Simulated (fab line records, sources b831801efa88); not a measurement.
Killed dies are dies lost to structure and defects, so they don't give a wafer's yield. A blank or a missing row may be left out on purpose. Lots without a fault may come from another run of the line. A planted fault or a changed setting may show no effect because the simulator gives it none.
fab line records | flow sky130
record lots=5 wafers=15 last_day=50
route steps=708 shown LOCAL_INTERCONNECT@398 CONTACT@406 METAL1@434 PAD_OPEN@708
lots that met no fault: from a run of the same line without faults
start_h: hours from the record's first day to the start of the lot's first wafer shown | wait_h: hours since the lot's step before | " the same as in the row above | L1.1+2: a row that stands for several wafers | - no value, or no start given | * or withheld: withheld | < > ~ a bound
route shown NAME@n: a module of which the file shows steps, and the number in the route of the first | usual: mean/standard deviation of fault-free wafers | same: alike in all rows | chamber/n: place in a boat | sites: the reading at each site | _std_site: their standard deviation | _edge_site: outer sites' mean less inner sites' | radius_mm: how far each site lies from the wafer's centre | mask NAME#n: copy n | behind: the tool/chamber that last shaped the wafer | hold: why the lot was held/for how many hours/how that ended | device: the transistor (n, p or np) that didn't switch | end of line: the same wafers' tests at the end of the route | a step without rows: its recipe alone | killed: dies lost to structure and defects at the first sort, not the wafer's yield | map: a wafer's dies, x killed, . not, _ none there
set.NAME: the setting as run; set.NAME@STEP: as run at that earlier step | model.NAME: the simulator's own value behind a step, which no gauge read
lots at some steps of the route; a table a step, a row a wafer
services: from which hour (start_h, from the record's first day; less than 0 if before it) a tool's chamber was out of use, for how many hours, and why
## steps
# step SKY_LOCAL_INTERCONNECT_CD_MEAS_11
# recipe target_cd_nm=170
# usual cd_nm=169.7/1.4
# columns lot.wafer tool chamber start_h wait_h cd_nm
L238.2 cd_sem-02 - 754.28 - 171.6
L238.4 " - " " 170.9
L238.6 " - " " 172.1
L239.2 cd_sem-01 - 757.81 - 169.3
L239.3 " - " " 169.5
L239.5 " - " " 169.4
L243.1 cd_sem-01 - 777.14 - 169.4
L243.3 " - " " 170.7
L243.4 " - " " 170.6
L252.1 cd_sem-01 - 845.93 - 170.1
L252.5 " - " " 169.9
L252.6 " - " " 170.7
L255.1 cd_sem-01 - 875.23 - 170.9
L255.2 " - " " 169.9
L255.3 " - " " 171.2
# step SKY_LOCAL_INTERCONNECT_OVL_MEAS_12
# usual LOCAL_INTERCONNECT_OVL=0/5.8
# columns lot.wafer tool chamber start_h wait_h LOCAL_INTERCONNECT_OVL[nm]
L238.2 overlay-01 - 754.39 0.1 1
L238.4 " - " " 0
L238.6 " - " " -1
L239.2 overlay-02 - 757.92 0.1 3
L239.3 " - " " -2
L239.5 " - " " 0
L243.1 overlay-01 - 777.26 0.1 -9
L243.3 " - " " -2
L243.4 " - " " -5
L252.1 overlay-02 - 846.05 0.1 7
L252.5 " - " " 7
L252.6 " - " " 2
L255.1 overlay-02 - 875.35 0.1 0
L255.2 " - " " 0
L255.3 " - " " 1
# step SKY_LOCAL_INTERCONNECT_ETCH_13
# recipe chemistry=N2/H2 target=BARC ion_energy_ev=200 bias_w=100 pressure_mtorr=30 n2_flow_sccm=100 h2_flow_sccm=200 icp_w=500 stop_on=SiO2 time_s=45.9 target_depth_a=600
# step SKY_LOCAL_INTERCONNECT_METAL_ETCH_14
# recipe target_depth_nm=110 stop_on=PSG chemistry=Cl2/BCl3 target=TiN resist_sidewall_deg=88 pressure_mtorr=10 icp_w=900 bias_w=48.5 Cl2_flow_sccm=60 bcl3_flow_sccm=30 time_s=31.4
# step SKY_LOCAL_INTERCONNECT_STRIP_15
# recipe chemistry=O2/N2 power_w=1400 pressure_mtorr=1500 platen_temp_c=withheld o2_flow_sccm=3000 n2_flow_sccm=300 overash_fraction=0.5
# usual drypump_motor_current_A=5.4/0.4 oes_product_au=0.428/0.0048 strip_time_to_endpoint_s=4.749/0.022
# columns lot.wafer tool chamber start_h wait_h drypump_motor_current_A oes_product_au rf_hours_counter_h strip_time_to_endpoint_s
L238.2 plasma_asher-02 0 754.53 0.0 5.5 0.425 93 4.731
L238.4 " 1 " " 5.2 0.425 - 4.726
L238.6 " 1 " " 5.1 0.425 - 4.758
L239.2 plasma_asher-01 0 758.06 0.0 5.0 0.427 64 4.771
L239.3 " 1 " " 5.9 0.421 - 4.789
L239.5 " 0 " " 5.0 0.423 - 4.736
L243.1 plasma_asher-01 1 777.41 0.0 5.8 0.431 66 4.746
L243.3 " 1 " " 5.8 0.425 - 4.762
L243.4 " 0 " " 5.0 0.435 - 4.751
L252.1 plasma_asher-01 1 846.31 0.1 5.8 0.424 73 4.751
L252.5 " 1 " " 5.8 0.431 - 4.747
L252.6 " 0 " " 5.0 0.425 - 4.762
L255.1 plasma_asher-02 1 875.50 0.0 5.2 0.429 105 4.737
L255.2 " 0 " " 5.5 0.423 105 4.748
L255.3 " 0 " " 5.4 0.423 - 4.754
# step SKY_LOCAL_INTERCONNECT_STRIP_16
# recipe chemistry=post_etch_residue_remover time_s=1200 temp_c=72.5
# step SKY_LOCAL_INTERCONNECT_CLEAN_17
# recipe chemistry=IPA time_s=180 temp_c=25
# step SKY_LOCAL_INTERCONNECT_CLEAN_18
# recipe chemistry=O3/DIW dry=n2_spin
# step SKY_CONTACT_CVD_00
# recipe material=Si3N4 target_thk_nm=75 temp_c=400 time_s=withheld rf_w=450
# step SKY_CONTACT_THK_MEAS_01
# recipe reads=Si3N4_of_CONTACT_CVD_00
# usual CONTACT_CVD_00_THK=74.8/0.95
# columns lot.wafer tool chamber start_h wait_h CONTACT_CVD_00_THK[nm]
L238.2 film_metro-01 - 755.17 - 74.5
L238.4 " - " " 74.5
L238.6 " - " " 75.8
L239.2 film_metro-04 - 758.70 - 73.7
L239.3 " - " " 73.8
L239.5 " - " " 75.0
L243.1 film_metro-04 - 778.07 - 74.4
L243.3 " - " " 74.5
L243.4 " - " " 75.7
L252.1 film_metro-01 - 847.02 - 73.8
L252.5 " - " " 76.0
L252.6 " - " " 76.2
L255.1 film_metro-04 - 876.15 - 74.3
L255.2 " - " " 74.7
L255.3 " - " " 73.5
# step SKY_CONTACT_HDPCVD_02
# recipe material=SiO2 target_thk_nm=565 sigma_open_frac=0.3 time_s=94.2 temp_c=600 sih4_flow_sccm=60 pressure_mtorr=6
# step SKY_CONTACT_THK_MEAS_03
# recipe reads=SiO2_of_CONTACT_HDPCVD_02
# usual CONTACT_HDPCVD_THK=567/7
# columns lot.wafer tool chamber start_h wait_h CONTACT_HDPCVD_THK[nm]
L238.2 film_metro-03 - 755.30 0.0 581
L238.4 " - " " 577
L238.6 " - " " 569
L239.2 film_metro-03 - 758.83 0.0 561
L239.3 " - " " 571
L239.5 " - " " 569
L243.1 film_metro-01 - 778.20 0.0 559
L243.3 " - " " 567
L243.4 " - " " 568
L252.1 film_metro-04 - 847.15 0.0 565
L252.5 " - " " 573
L252.6 " - " " 568
L255.1 film_metro-03 - 876.28 0.0 557
L255.2 " - " " 553
L255.3 " - " " 561
# step SKY_CONTACT_CMP_04
# recipe material=SiO2 down_force_psi=4 platen_rpm=60 pad_velocity_m_s=0.94248
# usual motor_current_A=11.9/0.88 slurry_filter_dp_kPa=13.50/0.12 slurry_flow_ml_min=150.0/0.43 time_to_endpoint_s=84/4.2
# columns lot.wafer tool chamber start_h wait_h motor_current_A slurry_filter_dp_kPa slurry_flow_ml_min time_to_endpoint_s model.SiO2_of_CONTACT_HDPCVD_02.thk_nm
L238.4 cmp-01 3 755.57 0.2 12.9 13.69 149.4 87 339.9
L238.2 " 2 " " 11.0 13.44 149.9 91 340.3
L238.6 " 3 " " 13.6 13.54 149.7 84 341.4
L239.2 cmp-01 2 758.88 0.0 11.2 13.64 151.1 83 341.8
L239.3 " 0 " " 11.4 13.49 149.8 82 341
L239.5 " 2 " " 11.6 13.46 150.1 86 340.2
L243.3 cmp-02 1 778.31 0.1 11.9 13.49 150.0 85 338.9
L243.4 " 2 " " 11.0 13.16 149.6 86 339.1
L243.1 " 3 " " 10.7 13.42 149.6 81 337.5
L252.1 cmp-01 1 847.50 0.3 11.8 13.38 149.8 80 340
L252.5 " 3 " " 12.9 13.51 149.9 82 340.6
L252.6 " 0 " " 12.7 13.63 150.3 81 340
L255.1 cmp-01 0 876.34 0.1 11.5 13.49 149.3 90 305
L255.3 " 1 " " 12.0 13.41 149.5 77 338
L255.2 " 3 " " 13.3 13.28 150.0 76 339.4
# step SKY_CONTACT_BOW_MEAS_05
# recipe mode=bow
# usual CONTACT_BOW=81/6.9
# columns lot.wafer tool chamber start_h wait_h CONTACT_BOW[um]
L238.2 film_metro-03 - 755.89 0.1 90
L238.4 " - " " 78
L238.6 " - " " 74
L239.2 film_metro-04 - 759.20 0.3 81
L239.3 " - " " 71
L239.5 " - " " 80
L243.1 film_metro-03 - 778.56 0.1 77
L243.3 " - " " 85
L243.4 " - " " 73
L252.1 film_metro-03 - 847.70 0.1 73
L252.5 " - " " 69
L252.6 " - " " 78
L255.1 film_metro-04 - 876.64 0.2 77
L255.2 " - " " 77
L255.3 " - " " 75
# step SKY_CONTACT_DEHYDRATE_06
# recipe temp_c=200 time_s=60
# step SKY_CONTACT_HMDS_07
# recipe prime_time_s=60 prime_temp_c=120
# step SKY_CONTACT_COAT_08
# recipe resist=BARC temp_c=withheld time_s=withheld spin_rpm=3000 resist_thk_nm=60
# step SKY_CONTACT_COAT_09
# recipe resist=KrF-thick spin_rpm=3000 resist_thk_nm=450
# step SKY_CONTACT_SOFTBAKE_10
# recipe temp_c=100 time_s=90 resist=KrF-thick
# step SKY_CONTACT_EXPOSE_11
# recipe mask_id=CTM1 na=0.8 source_shape=annular sigma_inner=0.55 sigma_outer=0.85 target_cd_nm=170 dose_mj=38
# step SKY_CONTACT_PEB_12
# recipe peb_temp_c=withheld peb_time_s=withheld resist=KrF-thick
# step SKY_CONTACT_DEVELOP_13
# recipe develop_time_s=60 resist=KrF-thick dev_temp_c=21
# step SKY_CONTACT_CD_MEAS_14
# recipe target_cd_nm=170
# usual cd_nm=169.7/1.8
# columns lot.wafer tool chamber start_h wait_h cd_nm
L238.2 cd_sem-02 - 784.09 - 168.5
L238.4 " - " " 169.1
L238.6 " - " " 169.3
L239.2 cd_sem-01 - 787.23 - 170.1
L239.3 " - " " 169.8
L239.5 " - " " 169.5
L243.1 cd_sem-02 - 806.11 - 172.2
L243.3 " - " " 172.2
L243.4 " - " " 172.3
L252.1 cd_sem-02 - 873.87 - 168.1
L252.5 " - " " 168.6
L252.6 " - " " 169.0
L255.1 cd_sem-01 - 902.84 - 172.0
L255.2 " - " " 171.9
L255.3 " - " " 172.5
# step SKY_CONTACT_OVL_MEAS_15
# usual CONTACT_OVL=-3/5
# columns lot.wafer tool chamber start_h wait_h CONTACT_OVL[nm]
L238.2 overlay-01 - 784.20 0.1 -9
L238.4 " - " " -11
L238.6 " - " " -11
L239.2 overlay-02 - 787.34 0.1 7
L239.3 " - " " 8
L239.5 " - " " 1
L243.1 overlay-02 - 806.23 0.1 -4
L243.3 " - " " -5
L243.4 " - " " -1
L252.1 overlay-01 - 873.99 0.1 -1
L252.5 " - " " 0
L252.6 " - " " 1
L255.1 overlay-01 - 902.96 0.1 -11
L255.2 " - " " -12
L255.3 " - " " -7
# step SKY_CONTACT_ETCH_16
# recipe chemistry=N2/H2 target=BARC ion_energy_ev=200 source_w=500 bias_w=100 pressure_mtorr=30 n2_flow_sccm=100 h2_flow_sccm=200 stop_on=SiO2 time_s=45.9 target_depth_a=600
# usual bias_w=100.0/0.31 drypump_motor_current_A=5.8/0.34 oes_product_au=0.855/0.0043 throttle_valve_pct=13.225/0.009
# columns lot.wafer tool chamber start_h wait_h bias_w drypump_motor_current_A oes_product_au rf_hours_counter_h throttle_valve_pct
L238.2 rie_diel-01 1 784.23 0.0 99.9 6.3 0.854 12 13.218
L238.4 " 2 " " 100.3 5.9 0.854 12 13.196
L238.6 " 3 " " 100.4 5.9 0.853 - 13.231
L239.2 rie_diel-03 0 787.37 0.0 99.9 5.9 0.861 19 13.234
L239.3 " 3 " " 99.6 5.7 0.852 0 13.214
L239.5 " 0 " " 99.7 5.9 0.855 - 13.214
L243.1 rie_diel-01 1 806.27 0.0 99.7 6.3 0.856 12 13.226
L243.3 " 2 " " 100.2 5.9 0.858 13 13.233
L243.4 " 2 " " 99.9 5.9 0.858 - 13.225
L252.1 rie_diel-03 3 874.02 0.0 99.9 5.7 0.858 2 13.220
L252.5 " 3 " " 100.2 5.7 0.853 - 13.239
L252.6 " 2 " " 99.9 5.9 0.857 - 13.214
L255.1 rie_diel-03 3 903.00 0.0 99.9 5.8 0.853 3 13.235
L255.2 " 1 " " 99.3 6.1 0.851 5 13.213
L255.3 " 0 " " 100.0 5.9 0.848 23 13.225
# step SKY_CONTACT_ETCH_17
# recipe target=SiO2 chemistry=C4F8/O2/Ar stop_on=Si3N4 mask_material=KrF-thick source_w=1500 bias_w=1200 pressure_mtorr=40 c4f8_flow_sccm=withheld O2_flow_sccm=6 Ar_flow_sccm=300 time_s=withheld target_depth_a=3400
# usual bias_w=1200/3.5 oes_product_au=0.892/0.0047
# columns lot.wafer tool chamber start_h wait_h bias_w oes_product_au model.etch.depth_nm model.CONTACT.feature_depth_nm
L238.2 rie_diel-01 1 784.27 0.0 1197 0.901 340.3 340.3
L238.4 " 2 " " 1196 0.893 339.9 339.9
L238.6 " 3 " " 1198 0.894 341.4 341.4
L239.2 rie_diel-03 0 787.41 0.0 1200 0.898 341.8 341.8
L239.3 " 3 " " 1200 0.890 341 341
L239.5 " 0 " " 1201 0.899 340.2 340.2
L243.1 rie_diel-01 1 806.31 0.0 1190 0.893 337.5 337.5
L243.3 " 2 " " 1203 0.890 338.9 338.9
L243.4 " 2 " " 1207 0.890 339.1 339.1
L252.1 rie_diel-03 3 874.06 0.0 1201 0.896 340 340
L252.5 " 3 " " 1203 0.892 340.6 340.6
L252.6 " 2 " " 1204 0.894 340 340
L255.1 rie_diel-03 3 903.04 0.0 1199 0.835 305 305
L255.2 " 1 " " 1201 0.891 339.4 339.4
L255.3 " 0 " " 1195 0.885 338 338
# step SKY_CONTACT_ETCH_18
# recipe target=Si3N4 chemistry=CHF3/O2 stop_on=TiN source_w=600 bias_w=200 pressure_mtorr=40 chf3_flow_sccm=50 O2_flow_sccm=5 time_s=39 target_depth_a=750
# step SKY_CONTACT_STRIP_19
# recipe chemistry=O2/N2 power_w=1400 pressure_mtorr=1500 platen_temp_c=withheld o2_flow_sccm=3000 n2_flow_sccm=300 overash_fraction=0.5
# usual drypump_motor_current_A=5.8/0.47 oes_product_au=0.381/0.0049 strip_time_to_endpoint_s=3.61/0.031
# columns lot.wafer tool chamber start_h wait_h drypump_motor_current_A oes_product_au rf_hours_counter_h strip_time_to_endpoint_s
L238.2 plasma_asher-02 1 784.36 - 5.2 0.375 96 3.62
L238.4 " 0 " " 5.4 0.376 - 3.63
L238.6 " 0 " " 5.4 0.378 - 3.65
L239.2 plasma_asher-03 0 787.50 - 5.4 0.379 34 3.66
L239.3 " 1 " " 6.2 0.382 - 3.64
L239.5 " 0 " " 5.4 0.383 - 3.67
L243.1 plasma_asher-03 1 806.40 - 6.1 0.379 36 3.59
L243.3 " 0 " " 5.4 0.381 - 3.59
L243.4 " 1 " " 6.1 0.384 - 3.59
L252.1 plasma_asher-04 1 874.15 - 6.1 0.380 12 3.60
L252.5 " 0 " " 6.4 0.388 - 3.59
L252.6 " 1 " " 6.1 0.390 - 3.65
L255.1 plasma_asher-03 1 903.13 - 6.1 0.378 45 3.59
L255.2 " 0 " " 5.4 0.384 45 3.62
L255.3 " 0 " " 5.4 0.381 - 3.63
# step SKY_CONTACT_STRIP_20
# recipe chemistry=post_etch_residue_remover time_s=1200 temp_c=72.5
# step SKY_CONTACT_CLEAN_21
# recipe chemistry=IPA time_s=180 temp_c=25
# step SKY_CONTACT_CLEAN_22
# recipe chemistry=O3/DIW dry=n2_spin
# step SKY_CONTACT_SPUTTER_23
# recipe material=TiN target_thk_nm=20 chamber_pressure_pa=5 power_w=4000 time_s=80
# usual throttle_valve_pct=30.2/1.4
# columns lot.wafer tool chamber start_h wait_h throttle_valve_pct
L238.2 pvd_sputter-04 - 784.95 0.0 30.6
L238.4 " - " " 28.4
L238.6 " - " " 30.0
L239.2 pvd_sputter-04 - 788.09 0.0 30.8
L239.3 " - " " 29.8
L239.5 " - " " 28.7
L243.1 pvd_sputter-04 - 807.04 0.0 30.8
L243.3 " - " " 28.6
L243.4 " - " " 30.0
L252.1 pvd_sputter-01 - 874.78 0.0 31.5
L252.5 " - " " 31.9
L252.6 " - " " 31.3
L255.1 pvd_sputter-03 - 903.72 0.0 30.2
L255.2 " - " " 28.2
L255.3 " - " " 28.9
# step SKY_CONTACT_CVD_24
# recipe material=W target_thk_nm=340 time_s=102.12 temp_c=400 pressure_torr=40
# step SKY_CONTACT_RS_MEAS_25
# recipe thk_meas_gauge=four-point-probe reads=W_of_CONTACT_CVD_24+TiN_of_CONTACT_SPUTTER_23
# usual CONTACT_W_RS=0.336/0.0052
# columns lot.wafer tool chamber start_h wait_h CONTACT_W_RS[ohm/sq]
L238.2 film_metro-03 - 785.15 0.1 0.327
L238.4 " - " " 0.329
L238.6 " - " " 0.329
L239.2 film_metro-03 - 788.29 0.1 0.332
L239.3 " - " " 0.340
L239.5 " - " " 0.335
L243.1 film_metro-01 - 807.21 0.1 0.336
L243.3 " - " " 0.339
L243.4 " - " " 0.336
L252.1 film_metro-04 - 874.95 0.1 0.335
L252.5 " - " " 0.334
L252.6 " - " " 0.340
L255.1 film_metro-03 - 903.89 0.1 0.339
L255.2 " - " " 0.330
L255.3 " - " " 0.332
# step SKY_CONTACT_THK_MEAS_26
# recipe thk_meas_gauge=xrf reads=W_of_CONTACT_CVD_24
# usual CONTACT_W_THK=337/5.7
# columns lot.wafer tool chamber start_h wait_h CONTACT_W_THK[nm]
L238.2 film_metro-03 - 785.26 0.1 347
L238.4 " - " " 346
L238.6 " - " " 346
L239.2 film_metro-03 - 788.40 0.1 342
L239.3 " - " " 333
L239.5 " - " " 341
L243.1 film_metro-01 - 807.33 0.1 334
L243.3 " - " " 334
L243.4 " - " " 334
L252.1 film_metro-04 - 875.07 0.1 334
L252.5 " - " " 337
L252.6 " - " " 330
L255.1 film_metro-03 - 904.01 0.1 338
L255.2 " - " " 343
L255.3 " - " " 341
# step SKY_CONTACT_CMP_27
# recipe stop_on=SiO2 t_overpolish_s=15 down_force_psi=3.5 platen_rpm=60 target_thk_nm=0 pad_velocity_m_s=0.94248
# step SKY_METAL1_SPUTTER_00
# recipe material=Ti target_thk_nm=15 power_w=3000 time_s=10 chamber_pressure_pa=0.4
# step SKY_METAL1_SPUTTER_01
# recipe material=TiN target_thk_nm=20 power_w=6500 time_s=16.7 chamber_pressure_pa=0.4
# step SKY_METAL1_SPUTTER_02
# recipe material=AlCu target_thk_nm=250 power_w=10600 time_s=13.3 chamber_pressure_pa=0.4
# usual throttle_valve_pct=30.1/1.2
# columns lot.wafer tool chamber start_h wait_h throttle_valve_pct
L238.2 pvd_sputter-02 - 785.65 0.0 30.9
L238.4 " - " " 29.2
L238.6 " - " " 28.9
L239.2 pvd_sputter-01 - 788.90 0.0 31.4
L239.3 " - " " 32.0
L239.5 " - " " 31.7
L243.1 pvd_sputter-01 - 807.74 0.0 31.2
L243.3 " - " " 31.5
L243.4 " - " " 31.9
L252.1 pvd_sputter-02 - 875.66 0.0 30.7
L252.5 " - " " 30.8
L252.6 " - " " 29.4
L255.1 pvd_sputter-01 - 904.42 0.0 31.9
L255.2 " - " " 31.5
L255.3 " - " " 31.6
# step SKY_METAL1_SPUTTER_03
# recipe material=Ti target_thk_nm=5 power_w=3000 time_s=3.3 chamber_pressure_pa=0.4
# step SKY_METAL1_SPUTTER_04
# recipe material=TiN target_thk_nm=70 power_w=6500 time_s=58.3 chamber_pressure_pa=0.4
# step SKY_METAL1_RS_MEAS_05
# recipe thk_meas_gauge=four-point-probe reads=TiN_of_METAL1_SPUTTER_04+Ti_of_METAL1_SPUTTER_03+AlCu_of_METAL1_SPUTTER_02+TiN_of_METAL1_SPUTTER_01+Ti_of_METAL1_SPUTTER_00
# usual METAL1_ALCU_RS=0.1275/0.0016
# columns lot.wafer tool chamber start_h wait_h METAL1_ALCU_RS[ohm/sq]
L238.2 film_metro-02 - 785.77 0.0 0.1285
L238.4 " - " " 0.1298
L238.6 " - " " 0.1284
L239.2 film_metro-02 - 789.01 0.0 0.1243
L239.3 " - " " 0.1240
L239.5 " - " " 0.1257
L243.1 film_metro-02 - 807.83 0.0 0.1258
L243.3 " - " " 0.1255
L243.4 " - " " 0.1274
L252.1 film_metro-03 - 875.75 0.0 0.1270
L252.5 " - " " 0.1282
L252.6 " - " " 0.1279
L255.1 film_metro-02 - 904.51 0.0 0.1266
L255.2 " - " " 0.1273
L255.3 " - " " 0.1265
# step SKY_METAL1_METAL_ETCH_19
# recipe target_depth_a=3600 stop_on=SiO2 over_etch_frac=0.3 time_s=78 chemistry=Cl2/BCl3 resist_sidewall_deg=88 pressure_mtorr=10 icp_w=900 bias_w=48.5 Cl2_flow_sccm=60 bcl3_flow_sccm=30
# usual bias_w=48.50/0.16 drypump_motor_current_A=5.8/0.33 oes_product_au=0.852/0.0064 throttle_valve_pct=22.263/0.01
# columns lot.wafer tool chamber start_h wait_h bias_w drypump_motor_current_A oes_product_au rf_hours_counter_h throttle_valve_pct model.SiO2_of_CONTACT_HDPCVD_02.thk_nm
L238.2 rie_metal-01 0 813.27 0.1 48.30 5.6 0.851 - 22.261 326.2
L238.4 " 0 " " 48.45 5.6 0.845 - 22.254 325.8
L238.6 " 0 " " 48.54 5.6 0.841 - 22.266 327.3
L239.2 rie_metal-04 0 816.14 0.0 48.65 6.3 0.857 12 22.250 328.1
L239.3 " 0 " " 48.69 6.3 0.861 - 22.273 327.3
L239.5 " 0 " " 48.27 6.3 0.859 - 22.266 326.4
L243.1 rie_metal-02 0 834.14 0.0 48.38 6.3 0.853 7 22.235 323.6
L243.3 " 1 " " 48.47 5.9 0.859 - 22.274 324.8
L243.4 " 0 " " 48.48 6.3 0.859 - 22.271 325.2
L252.1 rie_metal-04 1 902.72 0.0 48.50 5.2 0.850 8 22.248 326.3
L252.5 " 0 " " 48.35 6.3 0.852 - 22.276 326.7
L252.6 " 1 " " 48.40 5.2 0.856 - 22.267 326.3
L255.1 rie_metal-04 0 930.24 0.0 48.44 6.3 0.853 17 22.257 291.3
L255.2 " 1 " " 48.60 5.2 0.850 9 22.255 325.7
L255.3 " 1 " " 48.53 5.2 0.854 - 22.262 324.3
# step SKY_PAD_OPEN_PROBE_99
# usual killed_at_M0_to_M3=44/7.2 killed_at_M4_up=2.9/1.8 killed_at_contacts=24/5.2 killed_at_front_end=15/4 killed_at_other=0.2/0.49 killed_dies=85/9.1 killed_open=47/6.8 killed_short=38/5.7
# same gross_dies=492 killed_at_back_side=0
# columns lot.wafer tool chamber start_h wait_h killed_at_M0_to_M3 killed_at_M4_up killed_at_contacts killed_at_front_end killed_at_other killed_dies killed_open killed_short
L238.2 prober-02 - 1123.85 0.1 46 4 24 9 0 83 49 34
L238.4 prober-02 - 1123.95 0.2 45 2 31 15 0 93 49 44
L238.6 prober-02 - 1124.05 0.2 39 2 21 19 0 81 40 41
L239.2 prober-01 - 1124.19 0.1 37 2 25 12 0 76 46 30
L239.3 prober-01 - 1124.24 0.2 44 4 20 21 0 89 46 43
L239.5 prober-01 - 1124.34 0.2 46 1 26 14 0 87 55 32
# killed by level:class
L238.2 VIA1:geometric_particle:open=12 LI_CONTACT:geometric_particle:open=8 VIA2:geometric_particle:open=8 CONTACT:geometric_particle:open=7 METAL1:geometric_particle:short=6 VIA3:geometric_particle:open=5 LOCAL_INTERCONNECT:geometric_particle:short=4 VIA1:geometric_particle:short=4
L238.4 CONTACT:geometric_particle:open=15 VIA1:geometric_particle:open=7 VIA2:geometric_particle:open=7 CONTACT:geometric_particle:short=6 METAL1:geometric_particle:short=6 VIA3:geometric_particle:open=6 LOCAL_INTERCONNECT:geometric_particle:short=5 VIA1:geometric_particle:short=5
L238.6 CONTACT:geometric_particle:open=8 VIA1:geometric_particle:open=8 FIELD_ISO:geometric_particle:short=7 VIA1:geometric_particle:short=6 VIA3:geometric_particle:open=6 POLY_GATE:geometric_particle:short=5 METAL1:geometric_particle:short=5 LI_CONTACT:geometric_particle:open=4
L239.2 CONTACT:geometric_particle:open=12 VIA1:geometric_particle:open=7 LI_CONTACT:geometric_particle:open=6 CONTACT:geometric_particle:short=5 METAL1:geometric_particle:short=5 POLY_GATE:geometric_particle:short=4 VIA3:geometric_particle:open=4 FIELD_ISO:geometric_particle:open=3
L239.3 VIA1:geometric_particle:open=11 CONTACT:geometric_particle:open=9 VIA2:geometric_particle:open=7 POLY_GATE:geometric_particle:short=6 FIELD_ISO:geometric_particle:short=5 VIA3:geometric_particle:open=5 VIA1:geometric_particle:short=5 FIELD_ISO:geometric_particle:open=4
L239.5 CONTACT:geometric_particle:open=17 VIA1:geometric_particle:open=13 VIA1:geometric_particle:short=8 VIA2:geometric_particle:open=7 METAL1:geometric_particle:short=5 POLY_GATE:geometric_particle:open=4 LI_CONTACT:geometric_particle:open=4 METAL2:geometric_particle:short=4
## services
# columns tool chamber start_h hours kind
plasma_asher-04 - 733.75 9.0 pm
pvd_sputter-02 - 744.56 13.8 repair
rie_diel-01 2 746.35 3.0 repair
cmp-01 - 749.50 4.0 pm
pvd_sputter-02 - 753.37 1.3 repair
pvd_sputter-02 - 769.51 2.3 repair
cmp-02 - 773.32 1.6 repair
rie_diel-01 1 779.37 3.6 repair
plasma_asher-03 - 788.62 0.7 repair
plasma_asher-03 - 792.67 2.2 repair
pvd_sputter-04 - 801.15 5.0 repair
pvd_sputter-04 - 810.33 0.9 repair
rie_metal-04 - 821.41 0.3 repair
rie_metal-04 - 833.85 0.6 repair
rie_diel-01 2 834.36 16.5 repair
rie_diel-03 - 839.53 4.9 repair
plasma_asher-03 - 846.60 2.8 pm
pvd_sputter-04 - 850.83 2.8 repair
cmp-01 - 853.43 0.9 repair
rie_diel-03 3 858.05 14.4 repair
rie_diel-01 0 864.29 14.0 repair
cmp-01 - 882.59 5.5 pm
cmp-01 - 916.07 5.4 pm
rie_diel-01 0 921.83 11.3 repair
## key
first_sign step=SKY_CONTACT_ETCH_17 reading=oes_product_au direction=down sigmas=12 usual=0.892 struck=0.835
effect none on later readings
model_effect step=SKY_CONTACT_CMP_04 value=SiO2_of_CONTACT_HDPCVD_02.thk_nm without=339 struck=305
model_effect step=SKY_CONTACT_ETCH_17 value=etch.depth_nm without=339 struck=305
model_effect step=SKY_METAL1_METAL_ETCH_19 value=SiO2_of_CONTACT_HDPCVD_02.thk_nm without=325.3 struck=291.3
met_at SKY_CONTACT_CMP_04
struck_wafers L255.1
tester_left_out L255
onset_between 847.50 876.34
fault kind=process_parameter_drift tool=cmp-01 chamber=- onset_h=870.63 steps=SKY_CONTACT_CMP_04 channel=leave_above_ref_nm offset=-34 shape=step end_h=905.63 scope=struck_wafers_only acts_in=these_recipes_only stated=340
# tester_left_out: of these lots the tester's yield and bins aren't shown, on N5 and GAA mostly nor the transistor test; their killed dies are dies lost to structure and defects alone, not to doping, threshold or leakage, so they don't give the yield
